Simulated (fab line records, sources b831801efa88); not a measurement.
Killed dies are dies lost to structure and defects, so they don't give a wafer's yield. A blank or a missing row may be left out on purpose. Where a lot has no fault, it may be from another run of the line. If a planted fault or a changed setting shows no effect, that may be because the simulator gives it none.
fab line records -- flow gf180mcu
record: lots: 13, wafers: 39, last-day: 34
route steps=602 shown SAB@264 M1@315 V1@340
lots untouched by any fault: they come from a run of this same line in which no faults occurred
start-h: hours from the record's first day to the start of the lot's first wafer shown -- wait-h: how many hours have passed since the lot's step before this one -- " unchanged from the row above -- L1.1+2: one row covering several wafers at once -- - no value present, or no start provided -- * or withheld: withheld -- < > ~ a bound
route shown NAME@n: a module of which the file shows steps, and the number in the route of the first -- usual: mean/standard deviation taken from wafers without a fault -- same: alike in all rows -- chamber/n: place in a boat -- sites: readings site by site -- _std_site: the values' standard deviation -- _edge_site: outer sites' mean less inner sites' -- radius-mm: how far each site lies from the wafer's centre -- mask NAME#n: copy n -- behind: the last tool/chamber to shape the wafer -- hold: why the lot was held/for how many hours/how that ended -- device: names the non-switching transistor (n, p or np) -- end of line: the same wafers' tests at the end of the route -- a step given without rows: its recipe and nothing more -- killed: the dies lost at the first sort to structure and to defects; this is not the yield of the wafer -- map: a wafer's dies, x killed, . not, _ none there
set.NAME: setting as actually run; set.NAME@STEP: the setting as run at that earlier step -- model.NAME: the simulator's own value behind a step, which no gauge read
route steps across a sampled set of lots; one table per step, one row per wafer
services: from which hour (start-h, from the record's first day; less than 0 if before it) a tool's chamber was out of use, for how many hours, and why
== steps ==
step: GF_SAB_CVD_00
recipe: material: SiO2, target-thk-nm: 50, precursor: TEOS, temp-c: 400, time-s: 4.9302, rf-w: 600
usual: heater-power-w: 651/79, susceptor-temp-C: 400.01/0.24
lot.wafer,tool,chamber,start-h,wait-h,heater-power-w,susceptor-temp-C
L791.2,pecvd-03,2,314.40,0.1,764,400.24
L791.4,pecvd-03,1,314.40,0.1,613,400.03
L791.6,pecvd-03,2,314.40,0.1,756,400.27
L792.1,pecvd-02,1,324.16,0.1,677,400.11
L792.5,pecvd-02,0,324.16,0.1,568,400.08
L792.6,pecvd-02,1,324.16,0.1,676,400.30
L793.2,pecvd-02,2,338.12,0.1,765,399.53
L793.5,pecvd-02,1,338.12,0.1,604,400.00
L793.6,pecvd-02,2,338.12,0.1,744,400.08
L795.1,pecvd-04,2,347.40,0.1,660,399.91
L795.3,pecvd-04,1,347.40,0.1,600,399.92
L795.5,pecvd-04,2,347.40,0.1,669,400.22
L796.2,pecvd-03,1,362.36,0.1,576,399.45
L796.3,pecvd-03,0,362.36,0.1,717,400.34
L796.5,pecvd-03,1,362.36,0.1,597,399.38
L797.2,pecvd-02,0,369.05,0.1,643,399.67
L797.5,pecvd-02,2,369.05,0.1,708,399.99
L797.6,pecvd-02,1,369.05,0.1,599,399.65
L798.1,pecvd-02,0,385.30,0.1,636,400.01
L798.4,pecvd-02,1,385.30,0.1,593,400.46
L798.6,pecvd-02,0,385.30,0.1,623,400.24
L799.2,pecvd-02,0,401.85,0.1,646,399.74
L799.3,pecvd-02,1,401.85,0.1,634,400.28
L799.4,pecvd-02,0,401.85,0.1,657,399.81
L802.2,pecvd-04,1,431.55,0.1,597,400.29
L802.4,pecvd-04,2,431.55,0.1,608,399.93
L802.5,pecvd-04,0,431.55,0.1,643,399.98
L803.2,pecvd-03,1,442.60,0.1,643,400.13
L803.3,pecvd-03,2,442.60,0.1,778,399.70
L803.6,pecvd-03,1,442.60,0.1,624,400.06
L808.2,pecvd-02,1,479.96,0.1,680,399.77
L808.3,pecvd-02,2,479.96,0.1,750,399.79
L808.4,pecvd-02,2,479.96,0.1,760,399.95
L809.2,pecvd-02,2,489.36,0.1,676,399.95
L809.3,pecvd-02,1,489.36,0.1,559,400.06
L809.5,pecvd-02,1,489.36,0.1,572,399.91
L810.2,pecvd-04,2,495.20,0.1,642,400.06
L810.3,pecvd-04,1,495.20,0.1,605,399.89
L810.6,pecvd-04,0,495.20,0.1,527,400.12
step: GF_SAB_THK_MEAS_01
recipe: reads: SiO2_of_SAB_CVD_00
usual: SAB_CVD_00_THK: 50.0/0.66
lot.wafer,tool,chamber,start-h,wait-h,SAB_CVD_00_THK[nm]
L791.2,film-metro-03,-,314.43,0.0,48.9
L791.4,film-metro-03,-,314.43,0.0,50.4
L791.6,film-metro-03,-,314.43,0.0,49.3
L792.1,film-metro-04,-,324.17,0.0,49.8
L792.5,film-metro-04,-,324.17,0.0,50.5
L792.6,film-metro-04,-,324.17,0.0,51.0
L793.2,film-metro-04,-,338.15,0.0,49.8
L793.5,film-metro-04,-,338.15,0.0,50.8
L793.6,film-metro-04,-,338.15,0.0,49.5
L795.1,film-metro-04,-,347.42,0.0,49.9
L795.3,film-metro-04,-,347.42,0.0,49.3
L795.5,film-metro-04,-,347.42,0.0,50.4
L796.2,film-metro-04,-,362.39,0.0,49.8
L796.3,film-metro-04,-,362.39,0.0,49.4
L796.5,film-metro-04,-,362.39,0.0,50.9
L797.2,film-metro-02,-,369.08,0.0,49.7
L797.5,film-metro-02,-,369.08,0.0,50.4
L797.6,film-metro-02,-,369.08,0.0,50.3
L798.1,film-metro-04,-,385.32,0.0,49.5
L798.4,film-metro-04,-,385.32,0.0,50.8
L798.6,film-metro-04,-,385.32,0.0,50.3
L799.2,film-metro-02,-,401.88,0.0,49.2
L799.3,film-metro-02,-,401.88,0.0,49.7
L799.4,film-metro-02,-,401.88,0.0,50.4
L802.2,film-metro-03,-,431.58,0.0,50.5
L802.4,film-metro-03,-,431.58,0.0,50.7
L802.5,film-metro-03,-,431.58,0.0,51.3
L803.2,film-metro-02,-,442.63,0.0,50.7
L803.3,film-metro-02,-,442.63,0.0,49.8
L803.6,film-metro-02,-,442.63,0.0,50.8
L808.2,film-metro-02,-,479.99,0.0,49.4
L808.3,film-metro-02,-,479.99,0.0,49.1
L808.4,film-metro-02,-,479.99,0.0,50.3
L809.2,film-metro-04,-,489.39,0.0,49.4
L809.3,film-metro-04,-,489.39,0.0,49.4
L809.5,film-metro-04,-,489.39,0.0,50.1
L810.2,film-metro-02,-,495.23,0.0,81.5
L810.3,film-metro-02,-,495.23,0.0,50.2
L810.6,film-metro-02,-,495.23,0.0,50.9
step: GF_M1_SPUTTER_00
recipe: material: Ti, target-thk-nm: 37.5, arriving-ion-energy-ev: 80, substrate-temp-c: 200, chamber-pressure-pa: 2, power-w: 4000, time-s: 150
usual: throttle-valve-pct: 29.7/1.5
lot.wafer,tool,chamber,start-h,wait-h,throttle-valve-pct
L791.2,pvd-sputter-01,-,359.76,0.2,30.2
L791.4,pvd-sputter-01,-,359.76,0.2,32.2
L791.6,pvd-sputter-01,-,359.76,0.2,32.5
L792.1,pvd-sputter-04,-,369.21,0.1,28.9
L792.5,pvd-sputter-04,-,369.21,0.1,30.7
L792.6,pvd-sputter-04,-,369.21,0.1,29.2
L793.2,pvd-sputter-03,-,384.13,0.2,28.7
L793.5,pvd-sputter-03,-,384.13,0.2,29.1
L793.6,pvd-sputter-03,-,384.13,0.2,28.8
L795.1,pvd-sputter-01,-,393.27,0.1,30.4
L795.3,pvd-sputter-01,-,393.27,0.1,32.6
L795.5,pvd-sputter-01,-,393.27,0.1,30.5
L796.2,pvd-sputter-01,-,409.92,0.1,30.9
L796.3,pvd-sputter-01,-,409.92,0.1,30.2
L796.5,pvd-sputter-01,-,409.92,0.1,30.4
L797.2,pvd-sputter-03,-,417.31,0.1,28.5
L797.5,pvd-sputter-03,-,417.31,0.1,29.1
L797.6,pvd-sputter-03,-,417.31,0.1,29.0
L798.1,pvd-sputter-01,-,434.71,0.1,27.1
L798.4,pvd-sputter-01,-,434.71,0.1,30.5
L798.6,pvd-sputter-01,-,434.71,0.1,30.6
L799.2,pvd-sputter-04,-,451.24,0.1,29.1
L799.3,pvd-sputter-04,-,451.24,0.1,29.2
L799.4,pvd-sputter-04,-,451.24,0.1,30.6
L802.2,pvd-sputter-01,-,481.72,0.2,26.9
L802.4,pvd-sputter-01,-,481.72,0.2,32.4
L802.5,pvd-sputter-01,-,481.72,0.2,30.5
L803.2,pvd-sputter-03,-,492.57,0.1,28.5
L803.3,pvd-sputter-03,-,492.57,0.1,30.4
L803.6,pvd-sputter-03,-,492.57,0.1,28.8
L808.2,pvd-sputter-03,-,529.36,0.1,28.7
L808.3,pvd-sputter-03,-,529.36,0.1,29.2
L808.4,pvd-sputter-03,-,529.36,0.1,30.3
L809.2,pvd-sputter-03,-,538.61,0.2,28.5
L809.3,pvd-sputter-03,-,538.61,0.2,30.3
L809.5,pvd-sputter-03,-,538.61,0.2,30.7
L810.2,pvd-sputter-01,-,544.26,0.2,32.5
L810.3,pvd-sputter-01,-,544.26,0.2,30.6
L810.6,pvd-sputter-01,-,544.26,0.2,32.6
step: GF_M1_OVL_MEAS_15
usual: M1_OVL: 0/5
lot.wafer,tool,chamber,start-h,wait-h,M1_OVL[nm]
L791.2,overlay-01,-,382.30,0.1,-9
L791.4,overlay-01,-,382.30,0.1,-5
L791.6,overlay-01,-,382.30,0.1,-6
L792.1,overlay-01,-,392.23,0.1,3
L792.5,overlay-01,-,392.23,0.1,-3
L792.6,overlay-01,-,392.23,0.1,8
L793.2,overlay-01,-,407.49,0.1,5
L793.5,overlay-01,-,407.49,0.1,5
L793.6,overlay-01,-,407.49,0.1,12
L795.1,overlay-01,-,417.39,0.1,-1
L795.3,overlay-01,-,417.39,0.1,-2
L795.5,overlay-01,-,417.39,0.1,1
L796.2,overlay-01,-,434.19,0.1,-1
L796.3,overlay-01,-,434.19,0.1,2
L796.5,overlay-01,-,434.19,0.1,-1
L797.2,overlay-01,-,441.74,0.1,-4
L797.5,overlay-01,-,441.74,0.1,3
L797.6,overlay-01,-,441.74,0.1,2
L798.1,overlay-01,-,459.39,0.1,-6
L798.4,overlay-01,-,459.39,0.1,3
L798.6,overlay-01,-,459.39,0.1,1
L799.2,overlay-01,-,475.69,0.1,3
L799.3,overlay-01,-,475.69,0.1,3
L799.4,overlay-01,-,475.69,0.1,0
L802.2,overlay-01,-,505.59,0.1,9
L802.4,overlay-01,-,505.59,0.1,12
L802.5,overlay-01,-,505.59,0.1,15
L803.2,overlay-01,-,514.94,0.1,6
L803.3,overlay-01,-,514.94,0.1,0
L803.6,overlay-01,-,514.94,0.1,5
L808.2,overlay-02,-,552.59,0.1,-9
L808.3,overlay-02,-,552.59,0.1,-3
L808.4,overlay-02,-,552.59,0.1,1
L809.2,overlay-01,-,561.74,0.1,-4
L809.3,overlay-01,-,561.74,0.1,-8
L809.5,overlay-01,-,561.74,0.1,-2
L810.2,overlay-02,-,566.69,0.1,-3
L810.3,overlay-02,-,566.69,0.1,-2
L810.6,overlay-02,-,566.69,0.1,-4
step: GF_V1_BOW_MEAS_05
recipe: mode: bow
usual: V1_BOW: 83/7.9
lot.wafer,tool,chamber,start-h,wait-h,V1_BOW[um]
L791.2,film-metro-02,-,383.71,0.2,86
L791.4,film-metro-02,-,383.71,0.2,91
L791.6,film-metro-02,-,383.71,0.2,97
L792.1,film-metro-03,-,393.49,0.1,91
L792.5,film-metro-03,-,393.49,0.1,83
L792.6,film-metro-03,-,393.49,0.1,65
L793.2,film-metro-03,-,409.03,0.2,72
L793.5,film-metro-03,-,409.03,0.2,88
L793.6,film-metro-03,-,409.03,0.2,80
L795.1,film-metro-03,-,418.78,0.1,88
L795.3,film-metro-03,-,418.78,0.1,83
L795.5,film-metro-03,-,418.78,0.1,85
L796.2,film-metro-02,-,435.54,0.2,83
L796.3,film-metro-02,-,435.54,0.2,85
L796.5,film-metro-02,-,435.54,0.2,72
L797.2,film-metro-04,-,443.02,0.2,91
L797.5,film-metro-04,-,443.02,0.2,80
L797.6,film-metro-04,-,443.02,0.2,91
L798.1,film-metro-03,-,460.68,0.2,94
L798.4,film-metro-03,-,460.68,0.2,78
L798.6,film-metro-03,-,460.68,0.2,87
L799.2,film-metro-02,-,476.98,0.1,83
L799.3,film-metro-02,-,476.98,0.1,82
L799.4,film-metro-02,-,476.98,0.1,82
L802.2,film-metro-02,-,506.90,0.3,74
L802.4,film-metro-02,-,506.90,0.3,82
L802.5,film-metro-02,-,506.90,0.3,75
L803.2,film-metro-02,-,516.25,0.3,87
L803.3,film-metro-02,-,516.25,0.3,101
L803.6,film-metro-02,-,516.25,0.3,86
L808.2,film-metro-03,-,554.10,0.3,69
L808.3,film-metro-03,-,554.10,0.3,74
L808.4,film-metro-03,-,554.10,0.3,60
L809.2,film-metro-03,-,563.05,0.1,82
L809.3,film-metro-03,-,563.05,0.1,84
L809.5,film-metro-03,-,563.05,0.1,89
L810.2,film-metro-03,-,568.09,0.3,83
L810.3,film-metro-03,-,568.09,0.3,74
L810.6,film-metro-03,-,568.09,0.3,78
== services ==
tool,chamber,start-h,hours,kind
pecvd-03,0,296.74,5.0,repair
pecvd-04,-,323.74,2.5,repair
pecvd-04,-,326.23,2.8,pm
pvd-sputter-01,2,329.73,-,consumable-replace:kit
pvd-sputter-01,2,329.73,18.0,scheduled-down
pvd-sputter-01,2,329.73,18.0,vent-cycle
pecvd-03,-,355.25,2.8,pm
pecvd-04,1,368.75,3.2,repair
pecvd-04,-,368.88,14.0,pm
pecvd-03,-,371.84,0.5,repair
pvd-sputter-01,-,374.70,2.5,repair
pvd-sputter-01,-,383.07,2.2,repair
pvd-sputter-04,-,386.99,1.7,repair
pecvd-02,1,392.46,2.3,repair
pecvd-02,-,396.50,0.6,repair
pvd-sputter-03,0,425.82,-,consumable-replace:kit
pvd-sputter-03,0,425.82,18.0,scheduled-down
pvd-sputter-03,0,425.82,18.0,vent-cycle
pvd-sputter-01,1,492.99,-,consumable-replace:kit
pvd-sputter-01,1,492.99,18.0,scheduled-down
pvd-sputter-01,1,492.99,18.0,vent-cycle
pvd-sputter-04,-,500.71,2.5,repair
pecvd-04,0,516.82,2.5,repair
pvd-sputter-04,-,520.86,3.5,repair
== key ==
first-sign: step: GF_SAB_THK_MEAS_01, reading: SAB_CVD_00_THK, direction: up, sigmas: 48, usual: 50.0, struck: 81.5
effect none on later readings
met-at GF_SAB_CVD_00
struck-lots L810
struck-wafers L810.2
tester-left-out L810
not-acting-at GF_M1_SPUTTER_00,GF_M1_OVL_MEAS_15,GF_V1_BOW_MEAS_05
onset-between 431.55 495.20
fault: kind: process-parameter-drift, tool: pecvd-04, chamber: 2, onset-h: 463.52, steps: GF_SAB_CVD_00, channel: target-thk-nm, offset: 32.443, shape: step, end-h: 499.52, acts-in: these-recipes-only, stated: 50
tester-left-out: of these lots the tester's yield and bins aren't shown, on N5 and GAA mostly nor the transistor test; their killed dies are dies lost to structure and defects alone, not to doping, threshold or leakage, so they don't give the yield
